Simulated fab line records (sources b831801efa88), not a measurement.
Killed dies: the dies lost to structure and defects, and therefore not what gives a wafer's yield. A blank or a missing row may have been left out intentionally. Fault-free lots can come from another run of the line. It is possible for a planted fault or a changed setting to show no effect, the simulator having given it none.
fab line records | flow gf180mcu
record: lots: 11 | wafers: 33 | lastDay: 34
route steps=602 shown PSD@250 V1@338 M3@414 M5@536
lots untouched by any fault: they come from a run of this same line in which no faults occurred
startH: start of the lot's first displayed wafer, in hours after the record's first day | waitH: how many hours have passed since the lot's step before this one | " same as the row above | L1.1+2: several wafers, shown together as one row | - no value present, or no start provided | * or withheld: withheld | < > ~ a bound
route shown NAME@n: NAME is a module with steps in the file, n the number in the route of the first one | usual: mean/standard deviation of fault-free wafers | same: alike in all rows | chamber/n: place in a boat | sites: the reading at each site | _std_site: standard deviation across them | _edge_site: inner sites' mean taken away from outer sites' mean | radiusMm: for every site, how far away it sits from the centre of the wafer | mask NAME#n: copy n | behind: the last tool/chamber to shape the wafer | hold: what put the lot on hold/how long, in hours/how the hold closed | device: the transistor (n, p or np) that didn't switch | end of line: the route-end tests of the same wafers | a step without rows: its recipe alone | killed: not the wafer's yield, but the dies lost to structure and defects at the first sort | map: per-die view of a wafer (x killed, . not killed, _ where there is no die)
set.NAME: the setting as run; set.NAME@STEP: as run at that earlier step | model.NAME: the simulator's own value behind a step, which no gauge read
route steps across a sampled set of lots; one table per step, one row per wafer
services: from which hour (startH, from the record's first day; less than 0 if before it) a tool's chamber was out of use, for how many hours, and why
== steps ==
step: GF_PSD_COAT_02
recipe: resist: NOVOLAK | spinRpm: 3000 | resistThkNm: 1000
usual: chillPlateTempC: 22.98/0.11 | spinSpeedRpm: 2999.9/2
lot.wafer | tool          | chamber | startH | waitH | chillPlateTempC | spinSpeedRpm
L602.4    | lithoTrack-01 | 0       | 324.07 | 0.1   | 22.99           | 2999.7
L602.5    | "             | 0       | "      | "     | 22.96           | 3001.8
L602.6    | "             | 0       | "      | "     | 23.11           | 3004.1
L603.1    | lithoTrack-04 | 0       | 331.52 | 0.1   | 23.06           | 2998.5
L603.2    | "             | 0       | "      | "     | 23.00           | 2996.9
L603.6    | "             | 0       | "      | "     | 23.10           | 3000.2
L606.1    | lithoTrack-02 | 0       | 363.23 | 0.1   | 23.00           | 3001.9
L606.2    | "             | 0       | "      | "     | 22.91           | 3002.9
L606.5    | "             | 0       | "      | "     | 23.02           | 3002.1
L607.2    | lithoTrack-01 | 0       | 369.42 | 0.1   | 23.07           | 3320.7
L607.4    | "             | 0       | "      | "     | 23.06           | 3326.5
L607.6    | "             | 0       | "      | "     | 23.05           | 3323.7
L608.3    | lithoTrack-01 | 0       | 385.04 | 0.1   | 22.93           | 3322.7
L608.4    | "             | 0       | "      | "     | 22.93           | 3323.0
L608.5    | "             | 0       | "      | "     | 22.80           | 3324.3
L616.1    | lithoTrack-02 | 0       | 442.43 | 0.1   | 22.84           | 2999.4
L616.4    | "             | 0       | "      | "     | 23.05           | 3003.5
L616.5    | "             | 0       | "      | "     | 23.00           | 3000.4
L617.2    | lithoTrack-01 | 0       | 450.56 | 0.1   | 23.07           | 2997.8
L617.3    | "             | 0       | "      | "     | 23.06           | 3000.4
L617.4    | "             | 0       | "      | "     | 23.01           | 3000.7
L618.3    | lithoTrack-02 | 0       | 458.38 | 0.1   | 23.13           | 3000.0
L618.4    | "             | 0       | "      | "     | 23.24           | 2997.3
L618.6    | "             | 0       | "      | "     | 23.16           | 2994.0
L619.1    | lithoTrack-04 | 0       | 468.92 | 0.1   | 22.92           | 2998.9
L619.3    | "             | 0       | "      | "     | 22.99           | 3000.2
L619.4    | "             | 0       | "      | "     | 22.85           | 2999.4
L621.1    | lithoTrack-04 | 0       | 481.62 | 0.1   | 22.76           | 2997.8
L621.2    | "             | 0       | "      | "     | 22.82           | 2998.6
L621.6    | "             | 0       | "      | "     | 22.99           | 3001.0
L623.3    | lithoTrack-02 | 0       | 510.33 | 0.1   | 22.97           | 2997.5
L623.5    | "             | 0       | "      | "     | 23.06           | 2995.5
L623.6    | "             | 0       | "      | "     | 22.98           | 2999.7
step: GF_PSD_CD_MEAS_07
recipe: targetCdNm: 400
usual: cdNm: 399.3/2
lot.wafer | tool     | chamber | startH | waitH | cdNm
L602.4    | cdSem-01 | -       | 335.23 | 0.1   | 396.7
L602.5    | "        | -       | "      | "     | 400.2
L602.6    | "        | -       | "      | "     | 398.5
L603.1    | cdSem-01 | -       | 342.22 | 0.1   | 399.3
L603.2    | "        | -       | "      | "     | 398.5
L603.6    | "        | -       | "      | "     | 398.0
L606.1    | cdSem-02 | -       | 374.44 | 0.1   | 399.4
L606.2    | "        | -       | "      | "     | 398.7
L606.5    | "        | -       | "      | "     | 395.7
L607.2    | cdSem-02 | -       | 380.89 | 0.1   | 402.3
L607.4    | "        | -       | "      | "     | 405.0
L607.6    | "        | -       | "      | "     | 404.4
L608.3    | cdSem-01 | -       | 396.27 | 0.1   | 404.0
L608.4    | "        | -       | "      | "     | 405.2
L608.5    | "        | -       | "      | "     | 405.2
L616.1    | cdSem-02 | -       | 454.37 | 0.1   | 401.9
L616.4    | "        | -       | "      | "     | 400.0
L616.5    | "        | -       | "      | "     | 402.3
L617.2    | cdSem-01 | -       | 463.29 | 0.1   | 401.6
L617.3    | "        | -       | "      | "     | 400.2
L617.4    | "        | -       | "      | "     | 402.0
L618.3    | cdSem-02 | -       | 471.18 | 0.1   | 399.8
L618.4    | "        | -       | "      | "     | 400.5
L618.6    | "        | -       | "      | "     | 395.8
L619.1    | cdSem-02 | -       | 480.84 | 0.1   | 394.8
L619.3    | "        | -       | "      | "     | 396.7
L619.4    | "        | -       | "      | "     | 398.2
L621.1    | cdSem-01 | -       | 493.83 | 0.1   | 402.1
L621.2    | "        | -       | "      | "     | 403.3
L621.6    | "        | -       | "      | "     | 405.1
L623.3    | cdSem-02 | -       | 522.61 | 0.1   | 400.5
L623.5    | "        | -       | "      | "     | 400.3
L623.6    | "        | -       | "      | "     | 399.3
step: GF_PSD_STRIP_10
recipe: chemistry: O2/N2 | powerW: 1400 | pressureMtorr: 1500 | platenTempC: 250 | o2FlowSccm: 3000 | n2FlowSccm: 300 | overashFraction: 0.5
usual: drypumpMotorCurrentA: 5.8/0.35 | heaterPowerW: 346/22 | o2FlowSccm: 3001/8.3 | oesProductAu: 0.592/0.0046 | stripTimeToEndpointS: 16.54/0.032
lot.wafer | tool           | chamber | startH | waitH | drypumpMotorCurrentA | heaterPowerW | o2FlowSccm | oesProductAu | rfHoursCounterH | stripTimeToEndpointS
L602.4    | plasmaAsher-02 | 0       | 335.51 | 0.1   | 6.1                  | 329          | 2998       | 0.601        | -               | 16.60
L602.5    | "              | 0       | "      | "     | 6.1                  | 327          | 2991       | 0.597        | -               | 16.57
L602.6    | "              | 1       | "      | "     | 5.4                  | 367          | 2999       | 0.593        | -               | 16.56
L603.1    | plasmaAsher-04 | 0       | 342.53 | 0.1   | 6.1                  | 366          | 2994       | 0.591        | 22              | 16.57
L603.2    | "              | 1       | "      | "     | 5.3                  | 324          | 2998       | 0.591        | 22              | 16.53
L603.6    | "              | 0       | "      | "     | 6.1                  | 357          | 3006       | 0.594        | -               | 16.58
L606.1    | plasmaAsher-02 | 1       | 374.75 | 0.1   | 5.4                  | 375          | 3013       | 0.593        | 74              | 16.53
L606.2    | "              | 0       | "      | "     | 6.1                  | 321          | 2991       | 0.591        | 74              | 16.54
L606.5    | "              | 0       | "      | "     | 6.1                  | 317          | 2996       | 0.594        | -               | 16.58
L607.2    | plasmaAsher-02 | 0       | 381.18 | 0.1   | 6.1                  | 327          | 3008       | 0.583        | 75              | 15.97
L607.4    | "              | 0       | "      | "     | 6.1                  | 320          | 2993       | 0.588        | -               | 15.97
L607.6    | "              | 0       | "      | "     | 6.1                  | 323          | 2997       | 0.596        | -               | 15.96
L608.3    | plasmaAsher-04 | 0       | 396.57 | 0.1   | 6.1                  | 359          | 3016       | 0.592        | -               | 15.95
L608.4    | "              | 1       | "      | "     | 5.3                  | 325          | 2998       | 0.585        | -               | 15.93
L608.5    | "              | 1       | "      | "     | 5.3                  | 327          | 2997       | 0.588        | -               | 15.99
L616.1    | plasmaAsher-01 | 1       | 454.68 | 0.1   | 6.0                  | 351          | 3008       | 0.587        | 83              | 16.54
L616.4    | "              | 0       | "      | "     | 6.0                  | 315          | 2995       | 0.582        | -               | 16.52
L616.5    | "              | 1       | "      | "     | 6.0                  | 351          | 3007       | 0.596        | -               | 16.50
L617.2    | plasmaAsher-01 | 1       | 463.58 | 0.1   | 6.0                  | 343          | 3001       | 0.594        | 84              | 16.47
L617.3    | "              | 1       | "      | "     | 6.0                  | 349          | 3002       | 0.587        | -               | 16.50
L617.4    | "              | 0       | "      | "     | 6.0                  | 320          | 3000       | 0.591        | -               | 16.46
L618.3    | plasmaAsher-02 | 1       | 471.48 | 0.1   | 5.4                  | 374          | 2990       | 0.591        | -               | 16.54
L618.4    | "              | 0       | "      | "     | 6.1                  | 338          | 3000       | 0.598        | -               | 16.51
L618.6    | "              | 1       | "      | "     | 5.4                  | 389          | 3006       | 0.596        | -               | 16.52
L619.1    | plasmaAsher-04 | 0       | 481.14 | 0.1   | 6.1                  | 364          | 3004       | 0.601        | 36              | 16.52
L619.3    | "              | 0       | "      | "     | 6.1                  | 365          | 3004       | 0.586        | -               | 16.54
L619.4    | "              | 1       | "      | "     | 5.4                  | 326          | 2989       | 0.604        | -               | 16.51
L621.1    | plasmaAsher-01 | 0       | 494.14 | 0.1   | 6.0                  | 322          | 2986       | 0.592        | 87              | 16.47
L621.2    | "              | 1       | "      | "     | 6.0                  | 351          | 3009       | 0.592        | 87              | 16.46
L621.6    | "              | 0       | "      | "     | 6.0                  | 320          | 2992       | 0.592        | -               | 16.47
L623.3    | plasmaAsher-04 | 0       | 522.91 | 0.1   | 6.1                  | 355          | 3007       | 0.593        | -               | 16.56
L623.5    | "              | 1       | "      | "     | 5.4                  | 330          | 2994       | 0.595        | -               | 16.52
L623.6    | "              | 0       | "      | "     | 6.1                  | 358          | 2997       | 0.596        | -               | 16.52
step: GF_V1_THK_MEAS_03
recipe: reads: SiO2_of_V1_CVD_02
usual: V1_CVD_02_THK: 848/11
lot.wafer | tool         | chamber | startH | waitH | V1_CVD_02_THK[nm]
L602.4    | filmMetro-03 | -       | 406.08 | 0.0   | 872
L602.5    | "            | -       | "      | "     | 855
L602.6    | "            | -       | "      | "     | 870
L603.1    | filmMetro-02 | -       | 415.04 | 0.0   | 842
L603.2    | "            | -       | "      | "     | 843
L603.6    | "            | -       | "      | "     | 853
L606.1    | filmMetro-02 | -       | 450.56 | 0.0   | 845
L606.2    | "            | -       | "      | "     | 843
L606.5    | "            | -       | "      | "     | 857
L607.2    | filmMetro-03 | -       | 455.92 | 0.1   | 831
L607.4    | "            | -       | "      | "     | 845
L607.6    | "            | -       | "      | "     | 839
L608.3    | filmMetro-03 | -       | 473.37 | 0.1   | 836
L608.4    | "            | -       | "      | "     | 844
L608.5    | "            | -       | "      | "     | 848
L616.1    | filmMetro-02 | -       | 529.44 | 0.0   | 831
L616.4    | "            | -       | "      | "     | 863
L616.5    | "            | -       | "      | "     | 848
L617.2    | filmMetro-03 | -       | 539.07 | 0.0   | 842
L617.3    | "            | -       | "      | "     | 828
L617.4    | "            | -       | "      | "     | 847
L618.3    | filmMetro-04 | -       | 545.98 | 0.1   | 838
L618.4    | "            | -       | "      | "     | 852
L618.6    | "            | -       | "      | "     | 858
L619.1    | filmMetro-04 | -       | 555.22 | 0.1   | 851
L619.3    | "            | -       | "      | "     | 856
L619.4    | "            | -       | "      | "     | 849
L621.1    | filmMetro-02 | -       | 567.06 | 0.0   | 830
L621.2    | "            | -       | "      | "     | 850
L621.6    | "            | -       | "      | "     | 849
L623.3    | filmMetro-02 | -       | 592.38 | 0.1   | 835
L623.5    | "            | -       | "      | "     | 848
L623.6    | "            | -       | "      | "     | 843
step: GF_M3_RS_MEAS_05
recipe: thkMeasGauge: four-point-probe | reads: TiN_of_M3_SPUTTER_04+Ti_of_M3_SPUTTER_03+AlCu_of_M3_SPUTTER_02+TiN_of_M3_SPUTTER_01+Ti_of_M3_SPUTTER_00
usual: M3_ALCU_RS: 0.0697/0.00076
lot.wafer | tool         | chamber | startH | waitH | M3_ALCU_RS[ohm/sq]
L602.4    | filmMetro-01 | -       | 483.35 | 0.1   | 0.0711
L602.5    | "            | -       | "      | "     | 0.0707
L602.6    | "            | -       | "      | "     | 0.0710
L603.1    | filmMetro-03 | -       | 492.85 | 0.0   | 0.0694
L603.2    | "            | -       | "      | "     | 0.0693
L603.6    | "            | -       | "      | "     | 0.0700
L606.1    | filmMetro-01 | -       | 527.56 | 0.0   | 0.0703
L606.2    | "            | -       | "      | "     | 0.0705
L606.5    | "            | -       | "      | "     | 0.0707
L607.2    | filmMetro-02 | -       | 531.91 | 0.0   | 0.0708
L607.4    | "            | -       | "      | "     | 0.0710
L607.6    | "            | -       | "      | "     | 0.0706
L608.3    | filmMetro-01 | -       | 548.34 | 0.1   | 0.0703
L608.4    | "            | -       | "      | "     | 0.0692
L608.5    | "            | -       | "      | "     | 0.0698
L616.1    | filmMetro-03 | -       | 599.95 | 0.0   | 0.0698
L616.4    | "            | -       | "      | "     | 0.0695
L616.5    | "            | -       | "      | "     | 0.0698
L617.2    | filmMetro-02 | -       | 609.73 | 0.0   | 0.0685
L617.3    | "            | -       | "      | "     | 0.0684
L617.4    | "            | -       | "      | "     | 0.0690
L618.3    | filmMetro-02 | -       | 615.49 | 0.1   | 0.0709
L618.4    | "            | -       | "      | "     | 0.0710
L618.6    | "            | -       | "      | "     | 0.0706
L619.1    | filmMetro-03 | -       | 623.52 | 0.0   | 0.0684
L619.3    | "            | -       | "      | "     | 0.0685
L619.4    | "            | -       | "      | "     | 0.0688
L621.1    | filmMetro-03 | -       | 635.92 | 0.0   | 0.0710
L621.2    | "            | -       | "      | "     | 0.0704
L621.6    | "            | -       | "      | "     | 0.0706
L623.3    | filmMetro-01 | -       | 659.35 | 0.1   | 0.0697
L623.5    | "            | -       | "      | "     | 0.0696
L623.6    | "            | -       | "      | "     | 0.0694
step: GF_M5_METAL_ETCH_10
recipe: chemistry: Cl2/BCl3 | maskMaterial: KrF | targetDepthNm: 750.8 | stopOn: SiO2 | pressureMtorr: 8 | icpW: 800 | biasW: 140 | Cl2_flow_sccm: 80 | bcl3FlowSccm: 40 | timeS: 125.1
usual: drypumpMotorCurrentA: 5.8/0.38 | oesProductAu: 0.989/0.0063 | rfFwdPowerW: 795.5/2.8 | throttleValvePct: 28.231/0.011
lot.wafer | tool        | chamber | startH | waitH | drypumpMotorCurrentA | oesProductAu | rfFwdPowerW | rfHoursCounterH | throttleValvePct
L602.4    | rieMetal-04 | 0       | 624.55 | 0.1   | 5.4                  | 0.994        | 801.9       | -               | 28.221
L602.5    | "           | 1       | "      | "     | 5.8                  | 0.991        | 793.4       | -               | 28.235
L602.6    | "           | 0       | "      | "     | 5.4                  | 0.991        | 797.6       | -               | 28.217
L603.1    | rieMetal-04 | 0       | 631.57 | 0.0   | 5.4                  | 1.001        | 792.1       | 5               | 28.227
L603.2    | "           | 0       | "      | "     | 5.3                  | 0.991        | 793.0       | -               | 28.236
L603.6    | "           | 0       | "      | "     | 5.4                  | 0.995        | 796.7       | -               | 28.247
L606.1    | rieMetal-01 | 0       | 661.12 | 0.0   | 5.8                  | 0.994        | 794.1       | 13              | 28.232
L606.2    | "           | 1       | "      | "     | 6.4                  | 0.988        | 799.2       | 7               | 28.231
L606.5    | "           | 0       | "      | "     | 5.8                  | 0.992        | 795.5       | -               | 28.245
L607.2    | rieMetal-01 | 1       | 664.20 | 0.0   | 6.4                  | 0.991        | 798.3       | 7               | 28.228
L607.4    | "           | 0       | "      | "     | 5.8                  | 0.981        | 794.9       | -               | 28.237
L607.6    | "           | 0       | "      | "     | 5.8                  | 0.984        | 798.7       | -               | 28.251
L608.3    | rieMetal-01 | 1       | 679.60 | 0.1   | 6.4                  | 0.984        | 796.5       | -               | 28.218
L608.4    | "           | 0       | "      | "     | 5.8                  | 0.985        | 794.3       | -               | 28.220
L608.5    | "           | 1       | "      | "     | 6.5                  | 0.991        | 789.7       | -               | 28.227
L616.1    | rieMetal-01 | 1       | 723.21 | 0.0   | 6.4                  | 0.990        | 794.1       | 9               | 28.217
L616.4    | "           | 1       | "      | "     | 6.4                  | 0.979        | 797.5       | -               | 28.227
L616.5    | "           | 0       | "      | "     | 5.8                  | 0.986        | 794.1       | -               | 28.250
L617.2    | rieMetal-02 | 1       | 732.37 | 0.0   | 5.4                  | 0.998        | 794.4       | 2               | 28.220
L617.3    | "           | 0       | "      | "     | 5.7                  | 0.995        | 794.1       | -               | 28.202
L617.4    | "           | 1       | "      | "     | 5.4                  | 0.985        | 791.8       | -               | 28.220
L618.3    | rieMetal-01 | 0       | 736.19 | 0.1   | 5.8                  | 0.986        | 798.6       | -               | 28.214
L618.4    | "           | 1       | "      | "     | 6.4                  | 0.991        | 795.3       | -               | 28.234
L618.6    | "           | 1       | "      | "     | 6.5                  | 0.981        | 801.0       | -               | 28.232
L619.1    | rieMetal-04 | 0       | 744.02 | 0.0   | 5.4                  | 0.997        | 794.2       | 10              | 28.241
L619.3    | "           | 1       | "      | "     | 5.9                  | 0.977        | 796.0       | -               | 28.237
L619.4    | "           | 0       | "      | "     | 5.3                  | 0.997        | 793.5       | -               | 28.239
L621.1    | rieMetal-02 | 1       | 755.01 | 0.0   | 5.4                  | 0.988        | 796.0       | 3               | 28.232
L621.2    | "           | 0       | "      | "     | 5.7                  | 0.995        | 795.4       | 8               | 28.218
L621.6    | "           | 0       | "      | "     | 5.7                  | 0.994        | 793.7       | -               | 28.229
L623.3    | rieMetal-04 | 0       | 774.06 | 0.1   | 5.3                  | 0.989        | 794.7       | -               | 28.230
L623.5    | "           | 1       | "      | "     | 5.8                  | 0.972        | 795.3       | -               | 28.240
L623.6    | "           | 0       | "      | "     | 5.4                  | 0.994        | 794.3       | -               | 28.222
== services ==
tool           | chamber | startH | hours | kind
rieMetal-04    | -       | 307.66 | 0.3   | repair
plasmaAsher-01 | -       | 367.58 | 0.9   | repair
rieMetal-04    | 1       | 396.38 | 4.3   | repair
plasmaAsher-01 | -       | 408.88 | 12.6  | pm
plasmaAsher-02 | -       | 421.25 | 9.0   | pm
rieMetal-01    | 1       | 422.06 | -     | clean
rieMetal-01    | 1       | 422.06 | 21.2  | scheduledDown
rieMetal-01    | 1       | 422.06 | 21.2  | ventCycle
rieMetal-02    | 1       | 431.08 | 1.3   | repair
rieMetal-02    | 1       | 449.33 | 2.2   | repair
rieMetal-02    | -       | 477.24 | 4.3   | pm
plasmaAsher-01 | -       | 489.31 | 0.4   | repair
plasmaAsher-01 | -       | 494.36 | 4.0   | repair
plasmaAsher-01 | -       | 509.82 | 2.8   | pm
plasmaAsher-02 | -       | 512.41 | 14.6  | pm
rieMetal-04    | -       | 543.80 | 2.8   | pm
rieMetal-02    | -       | 556.29 | 1.4   | pm
plasmaAsher-04 | -       | 566.05 | 2.7   | repair
rieMetal-04    | -       | 581.53 | 0.5   | repair
rieMetal-01    | 1       | 619.58 | 1.0   | repair
rieMetal-04    | 1       | 625.51 | 8.0   | repair
plasmaAsher-01 | -       | 733.75 | 9.0   | pm
plasmaAsher-02 | -       | 737.97 | 1.8   | repair
rieMetal-01    | 0       | 741.30 | -     | clean
== key ==
firstSign: step: GF_PSD_COAT_02 | reading: spinSpeedRpm | direction: up | sigmas: 99+ | usual: * | struck: *
effect: step: GF_PSD_CD_MEAS_07 | reading: cdNm | direction: up | sigmas: 2.6 | usual: 399.3 | struck: 404.4
effect: step: GF_PSD_STRIP_10 | reading: stripTimeToEndpointS | direction: down | sigmas: 18 | usual: * | struck: *
metAt GF_PSD_COAT_02
struckLots L607,L608
testerLeftOut L607,L608
notActingAt GF_V1_THK_MEAS_03,GF_M3_RS_MEAS_05,GF_M5_METAL_ETCH_10
onsetBetween 324.07 369.42
fault: kind: processParameterDrift | tool: lithoTrack-01 | chamber: - | onsetH: 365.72 | steps: GF_PSD_COAT_02 | channel: spinRpm | offset: * | shape: step | endH: 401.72 | actsIn: * | stated: *
testerLeftOut: of these lots the tester's yield and bins aren't shown, on N5 and GAA mostly nor the transistor test; their killed dies are dies lost to structure and defects alone, not to doping, threshold or leakage, so they don't give the yield
